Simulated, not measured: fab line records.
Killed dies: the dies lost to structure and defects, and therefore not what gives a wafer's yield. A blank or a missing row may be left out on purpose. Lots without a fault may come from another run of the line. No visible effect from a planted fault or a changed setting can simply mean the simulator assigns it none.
Which tool was responsible? | flow gf180mcu | 39 wafers sampled from 13 lots at 1 step of a route of 602

WHAT EACH GAUGE READ, for each wafer
GF_V2_CD_MEAS_14 targets a cd of 260 nm. Usual: 260.2 nm for cdNm, sd 1.1.
lot  | measured     | on       | cdNm (nm)         | flag
L224 | day 20 09:29 | cdSem-01 | 260.4 258.4 259.5 | 
L228 | day 21 23:47 | cdSem-01 | 261.1 260.2 261.1 | 
L230 | day 22 15:16 | cdSem-02 | 261.0 260.5 260.1 | 
L231 | day 23 09:45 | cdSem-02 | 258.3 258.0 258.8 | 
L232 | day 23 14:16 | cdSem-01 | 259.7 259.4 261.2 | 
L233 | day 23 23:27 | cdSem-01 | 260.2 259.8 259.4 | 
L234 | day 24 03:07 | cdSem-02 | 258.8 261.4 261.1 | 
L235 | day 24 12:45 | cdSem-01 | 259.8 260.2 261.7 | 
L236 | day 24 16:41 | cdSem-01 | 260.3 260.5 260.5 | 
L237 | day 25 01:29 | cdSem-02 | 258.3 259.5 258.1 | 
L242 | day 27 00:58 | cdSem-02 | 260.2 260.1 261.1 | 
L246 | day 27 18:56 | cdSem-02 | 260.7 261.1 260.5 | 
L247 | day 28 04:35 | cdSem-02 | 260.1 260.2 260.9 | 

TOOL THAT RAN EACH LOT (tool first, then ch and the chambers of the sampled wafers, then the start)
Before these readings, the record contains no process step.

AS READ BY THE TOOLS THEMSELVES (means over the sampled wafers that have a number; for cases with no such wafer, the mark the record gives instead)
The record holds no such reading with a usual standard deviation.

THE ANSWER, worked out from the rows above alone
Rule: lot off if the mean of its wafers having a number is beyond 3 standard deviations from the usual mean. Also off: a lot with no number at a reading for which 4 or more lots have one. The other lots that the step has rows for count as sound. After the gauges, taken in route order, come the tools' own readings; for these a lot's mean is taken, as printed above. The first step at which some lot is off is used, and at that step the reading that is off furthest; a lot without a number counts as furthest.
Across all readings shown, no lot is off: no conclusion can be drawn from this.

WHAT HAD BEEN PUT IN BY THE SIMULATOR
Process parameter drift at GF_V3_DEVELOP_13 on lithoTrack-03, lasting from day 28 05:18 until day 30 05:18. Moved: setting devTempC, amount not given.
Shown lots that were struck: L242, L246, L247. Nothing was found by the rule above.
